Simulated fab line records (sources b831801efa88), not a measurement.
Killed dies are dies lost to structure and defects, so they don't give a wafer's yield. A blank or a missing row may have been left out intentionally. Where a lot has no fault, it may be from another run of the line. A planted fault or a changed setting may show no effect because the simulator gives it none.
fab line records | flow sky130
record: lots: 5 | wafers: 15 | last_day: 50
route steps=708 shown POLY_CUT@312 SD_P@320 RES_XHIGH@332 SD_N@342 PAD_OPEN@708
lots with no fault: from the same line, run without faults
start_h: hours from the record's opening day to when the first of the lot's shown wafers began | wait_h: how many hours have passed since the lot's step before this one | " identical to the entry in the row above | L1.1+2: several wafers, shown together as one row | - no value, or no start was given | * or withheld: withheld | < > ~ a bound
route shown NAME@n: names a module that has steps shown in the file, with the first one's number in the route | usual: average and standard deviation across the fault-free wafers | same: alike in all rows | chamber/n: place in a boat | sites: readings site by site | _std_site: standard deviation of those values | _edge_site: inner sites' mean taken away from outer sites' mean | radius_mm: how far each site lies from the wafer's centre | mask NAME#n: copy n | behind: tool/chamber where the wafer was last shaped | hold: what put the lot on hold/how long, in hours/how the hold closed | device: the transistor (n, p or np) that didn't switch | end of line: the tests these same wafers got at the end of their route | for a step that has no rows: nothing shown but its recipe | killed: the dies lost at the first sort to structure and to defects; this is not the yield of the wafer | map: the dies of a wafer, with x for killed, . for not killed, _ for no die there
set.NAME: the setting that was run; set.NAME@STEP: the one run at that earlier step | model.NAME: the simulator's own value behind a step, which no gauge read
certain route steps with their lots: each step a table, each wafer a row
services: from which hour (start_h, from the record's first day; less than 0 if before it) a tool's chamber was out of use, for how many hours, and why
== steps ==
step: SKY_POLY_CUT_EXPOSE_05
recipe: mask_id: NPCM | na: 0.8 | source_shape: annular | sigma_inner: 0.55 | sigma_outer: 0.85 | target_cd_nm: 270 | dose_mj: 32
step: SKY_POLY_CUT_PEB_06
recipe: peb_temp_c: withheld | peb_time_s: withheld | resist: KrF-thick
step: SKY_POLY_CUT_DEVELOP_07
recipe: develop_time_s: 60 | resist: KrF-thick | dev_temp_c: 21
step: SKY_POLY_CUT_CD_MEAS_08
recipe: target_cd_nm: 270
usual: cd_nm: 270.2/1.3
lot.wafer | tool      | chamber | start_h | wait_h | cd_nm
L682.1    | cd_sem-02 | -       | 651.13  | -      | 269.6
L682.2    | "         | -       | "       | "      | 268.1
L682.3    | "         | -       | "       | "      | 268.2
L683.3    | cd_sem-01 | -       | 660.69  | -      | 270.8
L683.4    | "         | -       | "       | "      | 271.1
L683.6    | "         | -       | "       | "      | 269.8
L686.1    | cd_sem-01 | -       | 669.70  | -      | 272.4
L686.2    | "         | -       | "       | "      | 271.3
L686.4    | "         | -       | "       | "      | 272.4
L693.3    | cd_sem-02 | -       | 720.72  | -      | 270.5
L693.4    | "         | -       | "       | "      | 269.0
L693.5    | "         | -       | "       | "      | 271.9
L696.2    | cd_sem-02 | -       | 743.12  | -      | 270.4
L696.3    | "         | -       | "       | "      | 270.0
L696.4    | "         | -       | "       | "      | 270.4
step: SKY_POLY_CUT_OVL_MEAS_09
usual: POLY_CUT_OVL: -2/5.6
lot.wafer | tool       | chamber | start_h | wait_h | POLY_CUT_OVL[nm]
L682.1    | overlay-01 | -       | 651.25  | 0.1    | -6
L682.2    | "          | -       | "       | "      | -5
L682.3    | "          | -       | "       | "      | -5
L683.3    | overlay-02 | -       | 660.78  | 0.1    | -8
L683.4    | "          | -       | "       | "      | -1
L683.6    | "          | -       | "       | "      | -3
L686.1    | overlay-01 | -       | 669.82  | 0.1    | -2
L686.2    | "          | -       | "       | "      | -9
L686.4    | "          | -       | "       | "      | -2
L693.3    | overlay-01 | -       | 720.81  | 0.1    | -4
L693.4    | "          | -       | "       | "      | -5
L693.5    | "          | -       | "       | "      | -17
L696.2    | overlay-02 | -       | 743.22  | 0.1    | -5
L696.3    | "          | -       | "       | "      | 3
L696.4    | "          | -       | "       | "      | -3
step: SKY_POLY_CUT_ETCH_10
recipe: chemistry: N2/H2 | target: BARC | ion_energy_ev: 200 | source_w: 483.7 | bias_w: 100 | pressure_mtorr: 30 | n2_flow_sccm: 100 | h2_flow_sccm: 200 | stop_on: SiO2 | time_s: 45.9 | target_depth_a: 600
usual: drypump_motor_current_A: 5.9/0.44 | oes_product_au: 0.856/0.0044 | throttle_valve_pct: 13.224/0.0092
lot.wafer | tool        | chamber | start_h | wait_h | drypump_motor_current_A | oes_product_au | rf_hours_counter_h | throttle_valve_pct
L682.1    | rie_diel-04 | 1       | 651.29  | 0.0    | 6.0                     | 0.852          | 37                 | 13.220
L682.2    | "           | 0       | "       | "      | 6.0                     | 0.858          | 22                 | 13.208
L682.3    | "           | 3       | "       | "      | 5.8                     | 0.855          | 13                 | 13.228
L683.3    | rie_diel-01 | 3       | 660.80  | 0.0    | 5.5                     | 0.854          | 17                 | 13.244
L683.4    | "           | 2       | "       | "      | 5.2                     | 0.857          | -                  | 13.225
L683.6    | "           | 1       | "       | "      | 5.1                     | 0.853          | -                  | 13.242
L686.1    | rie_diel-04 | 1       | 669.85  | 0.0    | 6.1                     | 0.861          | 37                 | 13.228
L686.2    | "           | 0       | "       | "      | 6.0                     | 0.861          | 22                 | 13.213
L686.4    | "           | 3       | "       | "      | 5.8                     | 0.859          | 13                 | 13.209
L693.3    | rie_diel-01 | 3       | 720.84  | 0.0    | 5.4                     | 0.860          | 18                 | 13.223
L693.4    | "           | 2       | "       | "      | 5.1                     | 0.856          | 24                 | 13.229
L693.5    | "           | 3       | "       | "      | 5.5                     | 0.852          | -                  | 13.213
L696.2    | rie_diel-01 | 2       | 743.25  | 0.0    | 5.2                     | 0.856          | 25                 | 13.223
L696.3    | "           | 0       | "       | "      | 6.5                     | 0.867          | 2                  | 13.222
L696.4    | "           | 1       | "       | "      | 5.2                     | 0.847          | 10                 | 13.240
step: SKY_POLY_CUT_ETCH_11
recipe: target: Si3N4 | chemistry: CF4/CH2F2/Ar | stop_on: poly-Si | source_w: 600 | bias_w: 150 | pressure_mtorr: 40 | cf4_flow_sccm: 40 | ch2f2_flow_sccm: 20 | Ar_flow_sccm: 150 | time_s: 42.5 | target_depth_a: 600
usual: drypump_motor_current_A: 5.9/0.43 | oes_product_au: 0.832/0.007 | throttle_valve_pct: 14.994/0.0087
lot.wafer | tool        | chamber | start_h | wait_h | drypump_motor_current_A | oes_product_au | rf_hours_counter_h | throttle_valve_pct
L682.1    | rie_diel-04 | 1       | 651.33  | 0.0    | 6.0                     | 0.839          | 37                 | 15.006
L682.2    | "           | 0       | "       | "      | 6.0                     | 0.834          | 22                 | 14.985
L682.3    | "           | 3       | "       | "      | 5.8                     | 0.836          | 13                 | 14.996
L683.3    | rie_diel-01 | 3       | 660.84  | 0.0    | 5.4                     | 0.831          | 17                 | 14.988
L683.4    | "           | 2       | "       | "      | 5.2                     | 0.840          | -                  | 14.989
L683.6    | "           | 1       | "       | "      | 5.2                     | 0.838          | -                  | 15.000
L686.1    | rie_diel-04 | 1       | 669.89  | 0.0    | 6.0                     | 0.836          | 37                 | 14.991
L686.2    | "           | 0       | "       | "      | 6.0                     | 0.839          | 22                 | 14.990
L686.4    | "           | 3       | "       | "      | 5.8                     | 0.840          | 13                 | 14.981
L693.3    | rie_diel-01 | 3       | 720.88  | 0.0    | 5.4                     | 0.819          | 18                 | 14.990
L693.4    | "           | 2       | "       | "      | 5.2                     | 0.821          | 24                 | 14.979
L693.5    | "           | 3       | "       | "      | 5.5                     | 0.833          | -                  | 15.001
L696.2    | rie_diel-01 | 2       | 743.29  | 0.0    | 5.2                     | 0.831          | 25                 | 14.999
L696.3    | "           | 0       | "       | "      | 6.5                     | 0.836          | 2                  | 14.985
L696.4    | "           | 1       | "       | "      | 5.2                     | 0.831          | 10                 | 14.997
step: SKY_POLY_CUT_STRIP_12
recipe: chemistry: O2/N2 | power_w: 1400 | pressure_mtorr: 1500 | platen_temp_c: withheld | o2_flow_sccm: 3000 | n2_flow_sccm: 300 | overash_fraction: 0.5
usual: drypump_motor_current_A: 5.79/0.18 | oes_product_au: 0.453/0.0041 | strip_time_to_endpoint_s: 5.372/0.019
lot.wafer | tool            | chamber | start_h | wait_h | drypump_motor_current_A | oes_product_au | rf_hours_counter_h | strip_time_to_endpoint_s
L682.1    | plasma_asher-01 | 1       | 651.37  | 0.0    | 5.77                    | 0.454          | 94                 | 5.372
L682.2    | "               | 0       | "       | "      | 5.84                    | 0.454          | 94                 | 5.390
L682.3    | "               | 1       | "       | "      | 5.77                    | 0.456          | -                  | 5.384
L683.3    | plasma_asher-03 | 1       | 660.92  | 0.1    | 5.55                    | 0.454          | -                  | 5.351
L683.4    | "               | 0       | "       | "      | 6.05                    | 0.459          | -                  | 5.377
L683.6    | "               | 1       | "       | "      | 5.56                    | 0.451          | -                  | 5.387
L686.1    | plasma_asher-03 | 1       | 669.93  | 0.0    | 5.59                    | 0.452          | 52                 | 5.376
L686.2    | "               | 0       | "       | "      | 6.04                    | 0.456          | 52                 | 5.370
L686.4    | "               | 0       | "       | "      | 6.04                    | 0.448          | -                  | 5.374
L693.3    | plasma_asher-01 | 1       | 720.95  | 0.1    | 5.78                    | 0.458          | -                  | 5.374
L693.4    | "               | 0       | "       | "      | 5.84                    | 0.442          | -                  | 5.351
L693.5    | "               | 1       | "       | "      | 5.78                    | 0.446          | -                  | 5.371
L696.2    | plasma_asher-04 | 0       | 743.33  | 0.0    | 5.66                    | 0.448          | 31                 | 5.367
L696.3    | "               | 1       | "       | "      | 5.83                    | 0.455          | -                  | 5.370
L696.4    | "               | 0       | "       | "      | 5.68                    | 0.454          | -                  | 5.380
step: SKY_SD_P_DEHYDRATE_00
recipe: temp_c: 200 | time_s: 60
step: SKY_SD_P_HMDS_01
recipe: prime_time_s: 60 | prime_temp_c: 120
step: SKY_SD_P_COAT_02
recipe: resist: NOVOLAK | spin_rpm: 3000 | resist_thk_nm: 1140
step: SKY_SD_P_SOFTBAKE_03
recipe: temp_c: 90 | time_s: 60 | resist: NOVOLAK
step: SKY_SD_P_EXPOSE_04
recipe: mask_id: PSDM | na: 0.6 | source_shape: conventional | sigma_outer: 0.6 | polarization: unpolarized | target_cd_nm: 380 | dose_mj: 138
lot.wafer  | tool             | chamber | start_h | wait_h | mask
L682.1+2+3 | iline_stepper-02 | 0       | 665.92  | -      | PSDM#0
L683.3+4+6 | iline_stepper-01 | 0       | 674.55  | -      | PSDM#0
L686.1+2+4 | iline_stepper-02 | 0       | 683.14  | -      | URPM#0
L693.3+4+5 | iline_stepper-01 | 0       | 735.10  | -      | PSDM#0
L696.2+3+4 | iline_stepper-01 | 0       | 757.87  | -      | PSDM#0
step: SKY_SD_P_PEB_05
recipe: temp_c: withheld | time_s: * | resist: NOVOLAK
step: SKY_SD_P_DEVELOP_06
recipe: resist: NOVOLAK | developer: TMAH | develop_time_s: 60 | dev_temp_c: 23
step: SKY_SD_P_CD_MEAS_07
recipe: target_cd_nm: 380
usual: cd_nm: 381/3.1
lot.wafer | tool      | chamber | start_h | wait_h | cd_nm
L682.1    | cd_sem-01 | -       | 679.19  | 0.1    | 384
L682.2    | "         | -       | "       | "      | 384
L682.3    | "         | -       | "       | "      | 383
L683.3    | cd_sem-02 | -       | 688.77  | 0.1    | 380
L683.4    | "         | -       | "       | "      | 381
L683.6    | "         | -       | "       | "      | 381
L686.1    | cd_sem-02 | -       | 697.38  | 0.1    | -
L686.2    | "         | -       | "       | "      | -
L686.4    | "         | -       | "       | "      | -
L693.3    | cd_sem-02 | -       | 749.19  | 0.1    | 385
L693.4    | "         | -       | "       | "      | 387
L693.5    | "         | -       | "       | "      | 382
L696.2    | cd_sem-02 | -       | 771.16  | 0.1    | 380
L696.3    | "         | -       | "       | "      | 382
L696.4    | "         | -       | "       | "      | 382
step: SKY_SD_P_OVL_MEAS_08
usual: SD_P_OVL: -0.2/1.4
lot.wafer | tool       | chamber | start_h | wait_h | SD_P_OVL[nm]
L682.1    | overlay-01 | -       | 679.31  | 0.1    | -2.8
L682.2    | "          | -       | "       | "      | -2.2
L682.3    | "          | -       | "       | "      | -1.7
L683.3    | overlay-01 | -       | 688.86  | 0.1    | -0.9
L683.4    | "          | -       | "       | "      | -1.0
L683.6    | "          | -       | "       | "      | -1.6
L686.1    | overlay-01 | -       | 697.50  | 0.1    | -
L686.2    | "          | -       | "       | "      | -
L686.4    | "          | -       | "       | "      | -
L693.3    | overlay-01 | -       | 749.28  | 0.1    | 0.0
L693.4    | "          | -       | "       | "      | 0.0
L693.5    | "          | -       | "       | "      | -0.4
L696.2    | overlay-02 | -       | 771.26  | 0.1    | 3.2
L696.3    | "          | -       | "       | "      | 1.8
L696.4    | "          | -       | "       | "      | 0.8
step: SKY_SD_P_IMPLANT_09
recipe: species: BF2 | energy_kev: 19.75 | dose_cm2: 3e+15 | tilt_deg: 0
step: SKY_SD_P_STRIP_10
recipe: chemistry: O2/N2 | power_w: 1400 | pressure_mtorr: 1500 | platen_temp_c: withheld | o2_flow_sccm: 3000 | n2_flow_sccm: 300 | overash_fraction: 0.5
usual: drypump_motor_current_A: 5.75/0.17 | oes_product_au: 0.618/0.0047 | strip_time_to_endpoint_s: 17.46/0.039
lot.wafer | tool            | chamber | start_h | wait_h | drypump_motor_current_A | oes_product_au | rf_hours_counter_h | strip_time_to_endpoint_s
L682.1    | plasma_asher-04 | 1       | 679.49  | 0.1    | 5.78                    | 0.614          | 25                 | 17.43
L682.2    | "               | 0       | "       | "      | 5.70                    | 0.609          | 25                 | 17.45
L682.3    | "               | 1       | "       | "      | 5.77                    | 0.619          | -                  | 17.42
L683.3    | plasma_asher-03 | 1       | 689.07  | 0.1    | 5.57                    | 0.617          | -                  | 17.51
L683.4    | "               | 0       | "       | "      | 6.04                    | 0.621          | -                  | 17.48
L683.6    | "               | 0       | "       | "      | 6.03                    | 0.627          | -                  | 17.51
L686.1    | plasma_asher-02 | 0       | 697.69  | 0.1    | 5.52                    | 0.625          | 90                 | 17.45
L686.2    | "               | 1       | "       | "      | 5.86                    | 0.616          | 90                 | 17.45
L686.4    | "               | 1       | "       | "      | 5.90                    | 0.624          | -                  | 17.51
L693.3    | plasma_asher-02 | 1       | 749.49  | 0.1    | 5.93                    | 0.615          | -                  | 17.47
L693.4    | "               | 0       | "       | "      | 5.52                    | 0.613          | -                  | 17.44
L693.5    | "               | 0       | "       | "      | 5.52                    | 0.617          | -                  | 17.49
L696.2    | plasma_asher-04 | 0       | 771.44  | 0.1    | 5.66                    | 0.620          | 34                 | 17.49
L696.3    | "               | 1       | "       | "      | 5.81                    | 0.623          | -                  | 17.46
L696.4    | "               | 0       | "       | "      | 5.69                    | 0.613          | -                  | 17.48
step: SKY_SD_P_TW_MEAS_11
usual: SD_P_TW: 2830/37
lot.wafer | tool          | chamber | start_h | wait_h | SD_P_TW
L682.1    | film_metro-03 | -       | 679.59  | 0.1    | 2815
L682.2    | "             | -       | "       | "      | 2816
L682.3    | "             | -       | "       | "      | 2792
L683.3    | film_metro-04 | -       | 689.16  | 0.1    | 2846
L683.4    | "             | -       | "       | "      | 2847
L683.6    | "             | -       | "       | "      | 2836
L686.1    | film_metro-02 | -       | 697.79  | 0.1    | 30
L686.2    | "             | -       | "       | "      | 30
L686.4    | "             | -       | "       | "      | 30
L693.3    | film_metro-02 | -       | 749.57  | 0.1    | 2804
L693.4    | "             | -       | "       | "      | 2790
L693.5    | "             | -       | "       | "      | 2803
L696.2    | film_metro-04 | -       | 771.55  | 0.1    | 2894
L696.3    | "             | -       | "       | "      | 2878
L696.4    | "             | -       | "       | "      | 2901
step: SKY_RES_XHIGH_DEHYDRATE_00
recipe: temp_c: 200 | time_s: 60
step: SKY_RES_XHIGH_HMDS_01
recipe: prime_time_s: 60 | prime_temp_c: 120
step: SKY_RES_XHIGH_COAT_02
recipe: resist: NOVOLAK | spin_rpm: 3000 | resist_thk_nm: 1140
step: SKY_RES_XHIGH_SOFTBAKE_03
recipe: temp_c: 90 | time_s: 60 | resist: NOVOLAK
step: SKY_RES_XHIGH_EXPOSE_04
recipe: mask_id: URPM | na: 0.6 | source_shape: conventional | sigma_outer: 0.6 | polarization: unpolarized | target_cd_nm: 1270 | dose_mj: 140
step: SKY_RES_XHIGH_PEB_05
recipe: temp_c: withheld | time_s: * | resist: NOVOLAK
step: SKY_RES_XHIGH_DEVELOP_06
recipe: resist: NOVOLAK | developer: TMAH | develop_time_s: 60 | dev_temp_c: 23
step: SKY_RES_XHIGH_IMPLANT_07
recipe: species: BF2 | energy_kev: 20 | dose_cm2: 3.6e+14 | tilt_deg: 0
step: SKY_RES_XHIGH_STRIP_08
recipe: chemistry: O2/N2 | power_w: 1400 | pressure_mtorr: 1500 | platen_temp_c: withheld | o2_flow_sccm: 3000 | n2_flow_sccm: 300 | overash_fraction: 0.5
usual: drypump_motor_current_A: 5.77/0.17 | oes_product_au: 0.711/0.0044 | strip_time_to_endpoint_s: 14.28/0.038
lot.wafer | tool            | chamber | start_h | wait_h | drypump_motor_current_A | oes_product_au | rf_hours_counter_h | strip_time_to_endpoint_s
L682.1    | plasma_asher-03 | 0       | 707.78  | 0.1    | 6.03                    | 0.713          | 56                 | 14.28
L682.2    | "               | 1       | "       | "      | 5.56                    | 0.711          | 56                 | 14.29
L682.3    | "               | 0       | "       | "      | 6.04                    | 0.703          | -                  | 14.24
L683.3    | plasma_asher-02 | 1       | 717.41  | 0.1    | 5.88                    | 0.712          | -                  | 14.29
L683.4    | "               | 0       | "       | "      | 5.54                    | 0.713          | -                  | 14.24
L683.6    | "               | 1       | "       | "      | 5.90                    | 0.706          | -                  | 14.29
L686.1    | plasma_asher-01 | 0       | 725.11  | 0.1    | 5.84                    | 0.709          | 101                | 14.25
L686.2    | "               | 1       | "       | "      | 5.77                    | 0.704          | 101                | 14.28
L686.4    | "               | 0       | "       | "      | 5.85                    | 0.715          | -                  | 14.26
L693.3    | plasma_asher-02 | 1       | 776.87  | 0.1    | 5.89                    | 0.704          | -                  | 14.31
L693.4    | "               | 0       | "       | "      | 5.54                    | 0.709          | -                  | 14.27
L693.5    | "               | 1       | "       | "      | 5.87                    | 0.711          | -                  | 14.28
L696.2    | plasma_asher-01 | 1       | 798.18  | 0.1    | 5.78                    | 0.708          | 5                  | 14.30
L696.3    | "               | 0       | "       | "      | 5.85                    | 0.711          | -                  | 14.29
L696.4    | "               | 1       | "       | "      | 5.78                    | 0.710          | -                  | 14.25
step: SKY_RES_XHIGH_TW_MEAS_09
usual: RES_XHIGH_TW: 1643/23
lot.wafer | tool          | chamber | start_h | wait_h | RES_XHIGH_TW
L682.1    | film_metro-02 | -       | 707.88  | 0.1    | 1631
L682.2    | "             | -       | "       | "      | 1627
L682.3    | "             | -       | "       | "      | 1622
L683.3    | film_metro-03 | -       | 717.50  | 0.1    | 1636
L683.4    | "             | -       | "       | "      | 1625
L683.6    | "             | -       | "       | "      | 1635
L686.1    | film_metro-04 | -       | 725.21  | 0.1    | 2937
L686.2    | "             | -       | "       | "      | 2931
L686.4    | "             | -       | "       | "      | 2948
L693.3    | film_metro-04 | -       | 776.96  | 0.1    | 1691
L693.4    | "             | -       | "       | "      | 1681
L693.5    | "             | -       | "       | "      | 1686
L696.2    | film_metro-03 | -       | 798.29  | 0.1    | 1628
L696.3    | "             | -       | "       | "      | 1636
L696.4    | "             | -       | "       | "      | 1636
step: SKY_SD_N_DEHYDRATE_00
recipe: temp_c: 200 | time_s: 60
step: SKY_PAD_OPEN_PROBE_99
usual: killed_at_M0_to_M3: 43/6.9 | killed_at_M4_up: 3.0/1.8 | killed_at_contacts: 24/4.8 | killed_at_front_end: 15/4.5 | killed_at_other: 0.4/0.67 | killed_dies: 86/9.2 | killed_on_rim: 17/3.5 | killed_open: 46/6.9 | killed_short: 39/6
same: gross_dies: 492 | killed_at_back_side: 0
lot.wafer | tool      | chamber | start_h | wait_h | killed_at_M0_to_M3 | killed_at_M4_up | killed_at_contacts | killed_at_front_end | killed_at_other | killed_dies | killed_on_rim | killed_open | killed_short
L682.1    | prober-02 | -       | 1142.39 | 0.1    | 32                 | 5               | 21                 | 17                  | 0               | 75          | 13            | 42          | 32
L682.2    | prober-02 | -       | 1142.44 | 0.1    | 35                 | 4               | 27                 | 11                  | 1               | 78          | 15            | 35          | 43
L682.3    | prober-02 | -       | 1142.49 | 0.2    | 39                 | 4               | 25                 | 8                   | 0               | 76          | 15            | 36          | 40
L683.3    | prober-02 | -       | 1145.99 | 0.2    | 31                 | 8               | 21                 | 21                  | 0               | 81          | 13            | 41          | 40
L683.4    | prober-02 | -       | 1146.04 | 0.2    | 37                 | 7               | 29                 | 11                  | 0               | 84          | 15            | 40          | 44
L683.6    | prober-02 | -       | 1146.14 | 0.2    | 38                 | 6               | 21                 | 25                  | 0               | 90          | 25            | 49          | 41
L686.1    | prober-02 | -       | 1153.92 | 0.1    | 46                 | 3               | 31                 | 412                 | 0               | 492         | 96            | 51          | 43
L686.2    | prober-02 | -       | 1153.97 | 0.1    | 41                 | 3               | 19                 | 428                 | 1               | 492         | 96            | 38          | 38
L686.4    | prober-02 | -       | 1154.07 | 0.2    | 57                 | 5               | 32                 | 398                 | 0               | 492         | 96            | 54          | 57
L693.3    | prober-02 | -       | 1183.72 | 0.2    | 55                 | 2               | 17                 | 16                  | 2               | 92          | 20            | 55          | 37
L693.4    | prober-02 | -       | 1183.77 | 0.2    | 40                 | 5               | 16                 | 17                  | 0               | 78          | 15            | 42          | 36
L693.5    | prober-02 | -       | 1183.82 | 0.2    | 36                 | 3               | 25                 | 23                  | 0               | 87          | 16            | 51          | 36
L696.2    | prober-01 | -       | 1199.76 | 0.1    | 43                 | 1               | 19                 | 12                  | 0               | 75          | 17            | 39          | 35
L696.3    | prober-01 | -       | 1199.81 | 0.2    | 45                 | 3               | 23                 | 11                  | 0               | 82          | 19            | 47          | 35
L696.4    | prober-01 | -       | 1199.86 | 0.2    | 40                 | 2               | 34                 | 25                  | 0               | 101         | 17            | 57          | 44
killed by level:class
L682.1 LI_CONTACT:geometric_particle:open=9 FIELD_ISO:geometric_particle:open=8 VIA1:geometric_particle:open=8 CONTACT:geometric_particle:open=7 POLY_GATE:geometric_particle:short=7 METAL1:geometric_particle:short=5 VIA2:geometric_particle:open=4 METAL4:geometric_particle:short=4
L682.2 LI_CONTACT:geometric_particle:open=9 METAL1:geometric_particle:short=7 VIA1:geometric_particle:open=5 CONTACT:geometric_particle:open=5 CONTACT:geometric_particle:short=5 VIA1:geometric_particle:short=5 POLY_GATE:geometric_particle:short=4 METAL3:geometric_particle:short=4
L682.3 CONTACT:geometric_particle:open=9 LI_CONTACT:geometric_particle:open=8 VIA2:geometric_particle:open=8 VIA1:geometric_particle:open=7 METAL1:geometric_particle:short=6 METAL3:geometric_particle:short=5 FIELD_ISO:geometric_particle:short=4 CONTACT:geometric_particle:short=4
L683.3 LI_CONTACT:geometric_particle:open=8 CONTACT:geometric_particle:open=7 METAL1:geometric_particle:short=7 METAL4:geometric_particle:short=7 VIA1:geometric_particle:open=5 FIELD_ISO:geometric_particle:short=4 POLY_GATE:geometric_particle:short=4 LOCAL_INTERCONNECT:geometric_particle:short=4
L683.4 CONTACT:geometric_particle:open=13 VIA1:geometric_particle:open=8 VIA1:geometric_particle:short=8 CONTACT:geometric_particle:short=7 METAL2:geometric_particle:short=6 LI_CONTACT:geometric_particle:open=5 METAL4:geometric_particle:short=5 VIA3:geometric_particle:open=4
L683.6 VIA1:geometric_particle:open=13 FIELD_ISO:geometric_particle:open=9 POLY_GATE:geometric_particle:short=7 VIA1:geometric_particle:short=6 LI_CONTACT:geometric_particle:open=5 VIA3:geometric_particle:open=5 LOCAL_INTERCONNECT:geometric_particle:short=4 VIA2:geometric_particle:open=4
L686.1 SD_P:area_expose=397 VIA1:geometric_particle:open=12 CONTACT:geometric_particle:open=12 VIA3:geometric_particle:open=11 CONTACT:geometric_particle:short=7 LOCAL_INTERCONNECT:geometric_particle:short=6 POLY_GATE:geometric_particle:open=5 POLY_GATE:geometric_particle:short=5
L686.2 SD_P:area_expose=415 VIA1:geometric_particle:open=9 VIA2:geometric_particle:open=7 LOCAL_INTERCONNECT:geometric_particle:short=6 VIA3:geometric_particle:open=6 METAL1:geometric_particle:short=5 METAL2:geometric_particle:short=5 FIELD_ISO:geometric_particle:short=4
L686.4 SD_P:area_expose=380 VIA1:geometric_particle:open=17 CONTACT:geometric_particle:open=14 METAL2:geometric_particle:short=11 CONTACT:geometric_particle:short=8 VIA3:geometric_particle:short=6 VIA3:geometric_particle:open=5 LOCAL_INTERCONNECT:geometric_particle:short=5
L693.3 VIA1:geometric_particle:open=12 VIA2:geometric_particle:open=11 CONTACT:geometric_particle:open=6 VIA2:geometric_particle:short=6 METAL2:geometric_particle:short=5 METAL3:geometric_particle:short=5 VIA3:geometric_particle:open=5 POLY_GATE:geometric_particle:open=4
L693.4 METAL2:geometric_particle:short=10 VIA1:geometric_particle:open=8 LI_CONTACT:geometric_particle:open=7 FIELD_ISO:geometric_particle:open=6 POLY_GATE:geometric_particle:short=5 VIA3:geometric_particle:open=5 VIA3:geometric_particle:short=5 LOCAL_INTERCONNECT:geometric_particle:short=4
L693.5 LI_CONTACT:geometric_particle:open=11 CONTACT:geometric_particle:open=9 VIA1:geometric_particle:open=8 POLY_GATE:geometric_particle:short=7 VIA1:geometric_particle:short=6 VIA2:geometric_particle:open=6 FIELD_ISO:geometric_particle:short=5 FIELD_ISO:geometric_particle:open=4
L696.2 VIA2:geometric_particle:open=9 METAL1:geometric_particle:short=9 CONTACT:geometric_particle:open=7 VIA1:geometric_particle:short=7 LI_CONTACT:geometric_particle:open=6 FIELD_ISO:geometric_particle:open=5 VIA1:geometric_particle:open=5 VIA3:geometric_particle:open=4
L696.3 LI_CONTACT:geometric_particle:open=8 VIA1:geometric_particle:open=8 FIELD_ISO:geometric_particle:open=7 METAL2:geometric_particle:short=7 VIA2:geometric_particle:open=7 CONTACT:geometric_particle:open=6 METAL1:geometric_particle:short=5 VIA1:geometric_particle:short=4
L696.4 CONTACT:geometric_particle:open=20 VIA1:geometric_particle:open=9 FIELD_ISO:geometric_particle:open=7 METAL1:geometric_particle:short=7 FIELD_ISO:geometric_particle:short=6 LI_CONTACT:geometric_particle:open=6 METAL2:geometric_particle:short=6 POLY_GATE:geometric_particle:open=5
map L686.1 (x killed, . not)
__________xxxxxxxxxx_________
________xxxxxxxxxxxxxx_______
______xxxxxxxxxxxxxxxxxx_____
_____xxxxxxxxxxxxxxxxxxxx____
____xxxxxxxxxxxxxxxxxxxxxx___
___xxxxxxxxxxxxxxxxxxxxxxxx__
__xxxxxxxxxxxxxxxxxxxxxxxxxx_
_xxxxxxxxxxxxxxxxxxxxxxxxxxxx
_xxxxxxxxxxxxxxxxxxxxxxxxxxxx
_xxxxxxxxxxxxxxxxxxxxxxxxxxxx
_xxxxxxxxxxxxxxxxxxxxxxxxxxxx
_xxxxxxxxxxxxxxxxxxxxxxxxxxxx
_xxxxxxxxxxxxxxxxxxxxxxxxxxxx
_xxxxxxxxxxxxxxxxxxxxxxxxxxxx
_xxxxxxxxxxxxxxxxxxxxxxxxxxxx
__xxxxxxxxxxxxxxxxxxxxxxxxxx_
___xxxxxxxxxxxxxxxxxxxxxxxx__
____xxxxxxxxxxxxxxxxxxxxxx___
_____xxxxxxxxxxxxxxxxxxxx____
______xxxxxxxxxxxxxxxxxx_____
________xxxxxxxxxxxxxx_______
__________xxxxxxxxxx_________
map L682.2 (x killed, . not)
__________...x....x._________
________.x.x.......x.._______
______.........x....x..._____
_____.....x...x....xx....____
____x...........x......x.x___
___.x.x...x.xx.x..xx..x....__
__.x.......x.x........xx...._
_....x.x.x..x..x..........x..
_.....x.....x................
_..............x..x....xx....
_........x........x..........
_..x.x...........x...........
_.x.x..........x...........x.
_.....x.........x....x.......
_.....................x......
__....x..x...x....xx.x......_
___x..xx.......x...........__
____xx......xx.xx.........___
_____....x......x.......x____
______..x..............._____
________...x....x..xx._______
__________.........._________
== services ==
tool             | chamber | start_h | hours | kind
rie_diel-01      | 1       | 628.40  | 26.8  | repair
plasma_asher-04  | -       | 641.20  | 1.4   | repair
rie_diel-01      | 0       | 642.29  | 3.4   | repair
plasma_asher-02  | -       | 643.89  | 1.7   | repair
rie_diel-01      | 0       | 655.15  | -     | clean
rie_diel-01      | 0       | 655.15  | 22.3  | scheduled_down
rie_diel-01      | 0       | 655.15  | 22.3  | vent_cycle
rie_diel-01      | 1       | 662.22  | 7.5   | repair
iline_stepper-02 | -       | 679.25  | 1.7   | pm
rie_diel-01      | 0       | 686.61  | 6.1   | repair
iline_stepper-01 | -       | 687.33  | 3.5   | repair
rie_diel-04      | 3       | 701.75  | 15.0  | repair
rie_diel-01      | 0       | 713.73  | 3.6   | repair
plasma_asher-01  | -       | 716.09  | 1.6   | repair
iline_stepper-01 | -       | 727.95  | 3.3   | repair
plasma_asher-01  | -       | 733.75  | 9.0   | pm
plasma_asher-01  | 0       | 733.75  | 9.0   | vent_cycle
plasma_asher-01  | 1       | 733.75  | 9.0   | vent_cycle
plasma_asher-01  | -       | 740.57  | 1.8   | repair
rie_diel-04      | 2       | 741.33  | 10.3  | repair
plasma_asher-01  | 0       | 742.75  | -     | clean
plasma_asher-01  | 1       | 742.75  | -     | clean
rie_diel-04      | 1       | 783.58  | -     | clean
rie_diel-04      | -       | 786.63  | 2.8   | pm
== key ==
first_sign: step: SKY_SD_P_EXPOSE_04 | reading: mask | direction: changed
effect: step: SKY_SD_P_CD_MEAS_07 | reading: cd_nm | direction: missing
effect: step: SKY_SD_P_OVL_MEAS_08 | reading: SD_P_OVL | direction: missing
effect: step: SKY_SD_P_TW_MEAS_11 | reading: SD_P_TW | direction: down | sigmas: 76 | usual: 2830 | struck: 30
effect: step: SKY_RES_XHIGH_TW_MEAS_09 | reading: RES_XHIGH_TW | direction: up | sigmas: 57 | usual: 1643 | struck: 2939
effect: step: SKY_PAD_OPEN_PROBE_99 | reading: killed_at_front_end | direction: up | sigmas: 89 | usual: 15 | struck: 413
more_kills_born_at: SKY_SD_P_EXPOSE_04@iline_stepper-02: 1192
met_at SKY_SD_P_EXPOSE_04
struck_wafers L686.1,L686.2,L686.4
tester_left_out L686
onset_between 665.92 683.14
fault: kind: wrong_mask | tool: any | chamber: - | onset_h: 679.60 | steps: SKY_SD_P_EXPOSE_04 | aux_copy: URPM#0 | scope: struck_lots_only
tester_left_out: of these lots the tester's yield and bins aren't shown, on N5 and GAA mostly nor the transistor test; their killed dies are dies lost to structure and defects alone, not to doping, threshold or leakage, so they don't give the yield
